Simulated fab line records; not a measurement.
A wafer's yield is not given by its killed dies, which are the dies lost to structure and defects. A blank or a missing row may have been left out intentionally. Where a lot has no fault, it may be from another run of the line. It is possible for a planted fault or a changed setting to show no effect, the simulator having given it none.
8D (eight disciplines) problem report, filled in by code | flow gf180mcu | the parts of the form that need people (team, actions taken, sign-off) are left out

## 1. PROBLEM STATEMENT
Wafers without a fault read 11.22 s, standard deviation 0.062; strip-time-to-endpoint-s at GF_MIM_STRIP_20 reads a mean of 10.54 s on 6 wafers belonging to 2 lots. Measured from the usual mean, that is -11 standard deviations.
The step: strips in O2/N2.
Earliest sighting: wafer L437.1 on plasma-asher-02 at day 28 09:32. At this step, 36 wafers from 12 lots have a number in the record. Rule for "out" (also "out of limits"): further than 4 standard deviations from the usual mean. The rest of the wafers with a number are treated as sound.

## 2. WHAT IT IS, AND WHAT IT ISN'T
question                    | is                                       | is not
which readings at this step | strip-time-to-endpoint-s, oes-product-au | drypump-motor-current-A, heater-power-w
which lots                  | L437, L439                               | L429, L431, L432, L433, L444, L446, L448, L449, L450, L452
which wafers of those lots  | all that have a number                   | -
read on which tools         | plasma-asher-02, plasma-asher-03         | plasma-asher-01
when                        | from day 28 09:32                        | up to then (12 sound wafers); but 18 sound wafers of L444, L446, L448, L449, L450, L452 came after

## 3. THE SUSPECTS, EACH WITH WHAT RULES IT OUT
Counting: a tool at any process step up to the reading remains a suspect when it ran all the lots that are out and ran no sound lot after the first of those.
- rie-metal-03 at GF_MIM_METAL_ETCH_19 (etches the open film in Cl2/BCl3, stops on Si3N4, target depth 324.5 nm, time 54.1 s): ruled out as a lasting fault. Following L437 (day 28 09:28), the first lot on it that is out, the sound lots L450 were run on it.
Left after counting: nothing in the record.

## 4. THE CAUSE (what the simulator had put in)
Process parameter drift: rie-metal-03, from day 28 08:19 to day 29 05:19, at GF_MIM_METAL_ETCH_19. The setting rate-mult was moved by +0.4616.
It was ruled out by counting, in error; the rule expects a fault to strike all lots run on its tool from its start on, and this fault did not.

## 5. SEQUENCE OF EFFECTS, ordered by route
Rows list readings where the struck wafers' mean (over those with a number) sits beyond 3 standard deviations from the usual. Readings are gone through only where the record gives a usual standard deviation; hours: the median, over the lots, of the time from a lot's start at the first step in this table giving one to that lot's start at this step; sigmas: the change measured in usual standard deviations.
hours | step            | reading                  | usual      | on struck wafers | change | sigmas
0     | GF_MIM_STRIP_20 | oes-product-au           | 0.692 a.u. | 0.664            | -0.028 | -5.6
0     | GF_MIM_STRIP_20 | strip-time-to-endpoint-s | 11.22 s    | 10.54            | -0.68  | -11
The process steps in it:
- GF_MIM_STRIP_20: strips in O2/N2.

## 6. HOW IT WOULD HAVE BEEN CAUGHT EARLIER
In this record the first reading out of limits was taken at day 28 09:32, 1 hour after the fault began at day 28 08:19.
Tool readings at GF_MIM_METAL_ETCH_19 with a usual standard deviation given in the record: none out on any struck wafer, hence no alarm at a limit of 4 standard deviations on them.
